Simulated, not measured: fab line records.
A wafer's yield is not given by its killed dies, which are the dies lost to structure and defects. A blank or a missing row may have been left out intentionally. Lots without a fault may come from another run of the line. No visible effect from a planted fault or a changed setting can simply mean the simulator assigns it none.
Which tool did it?	flow sky130	39 wafers from 13 lots sampled at 2 of the route's 708 steps

## WHAT EACH GAUGE READ, for each wafer
SKY_CAP2M_THK_MEAS_01.
lot	measured	on	CAP2M_CVD_00_THK (nm)
L689	day 39 13:30	film_metro-03	15.10 15.14 15.21
L690	day 40 18:35	film_metro-02	15.49 15.55 15.69
L694	day 40 21:12	film_metro-04	15.51 15.47 15.51
L693	day 41 01:46	film_metro-04	15.37 15.64 15.80
L699	day 42 10:49	film_metro-04	15.41 15.60 15.78
L702	day 43 13:46	film_metro-03	15.31 15.65 15.46
L703	day 43 14:04	film_metro-03	15.43 15.61 15.91
L707	day 44 15:13	film_metro-04	15.43 15.62 15.91
L708	day 45 11:27	film_metro-04	15.59 15.22 15.41
L709	day 45 14:31	film_metro-03	15.44 15.41 15.84
L710	day 46 03:39	film_metro-03	15.30 15.27 15.53
L712	day 47 02:59	film_metro-03	15.28 15.36 15.85
L711	day 47 03:15	film_metro-02	15.46 15.32 15.75

SKY_CAP2M_THK_MEAS_04: measures by xrf.
lot	measured	on	CAP2M_TIN_THK (nm)
L689	day 39 13:47	film_metro-02	201.0 199.7 200.3
L690	day 40 18:52	film_metro-03	203.0 206.5 203.3
L694	day 40 21:29	film_metro-03	202.1 201.5 203.0
L693	day 41 02:03	film_metro-03	203.5 203.8 204.6
L699	day 42 11:07	film_metro-02	197.3 198.8 198.9
L702	day 43 14:03	film_metro-04	196.5 199.7 198.4
L703	day 43 14:21	film_metro-04	204.5 202.2 203.0
L707	day 44 15:31	film_metro-04	200.0 200.2 201.1
L708	day 45 11:44	film_metro-04	206.0 204.2 204.5
L709	day 45 14:48	film_metro-02	203.3 206.6 204.3
L710	day 46 03:56	film_metro-03	201.7 199.1 202.1
L712	day 47 03:16	film_metro-04	201.7 201.8 201.3
L711	day 47 03:32	film_metro-03	199.4 199.7 199.1

## WHAT TOOL EACH LOT RAN ON (gives the tool, then ch and the chambers of the sampled wafers, and finally the start)
No process step before these readings appears in the record.

## AS READ BY THE TOOLS THEMSELVES (means over the sampled wafers that have a number; for cases with no such wafer, the mark the record gives instead)
The record holds no such reading with a usual standard deviation.

## THE ANSWER, worked out from the rows above alone
Rule: the usual values come from the lots themselves. Put in order of their means at a reading, lots are off if they are a third of the lots or fewer, leave a main group of 4 or more, and stand apart from it by a gap of 3 or more times the standard deviation of the main group's means; of several such gaps the widest counts. A main group is skipped when, at the precision printed for the reading in the tables above, its means are all equal. A lot without any number at a reading at which 4 lots or more have one is off too. Any other lot the step has rows for is counted as sound. First the gauges in route order, then the tools' own readings, where a lot's mean is used as printed above. At the first step where some lot is off, the reading lying furthest off is the one used; lots without a number count as furthest.
Nothing can be told from this: no lot is off at any reading shown.

## WHAT THE SIMULATOR PUT IN
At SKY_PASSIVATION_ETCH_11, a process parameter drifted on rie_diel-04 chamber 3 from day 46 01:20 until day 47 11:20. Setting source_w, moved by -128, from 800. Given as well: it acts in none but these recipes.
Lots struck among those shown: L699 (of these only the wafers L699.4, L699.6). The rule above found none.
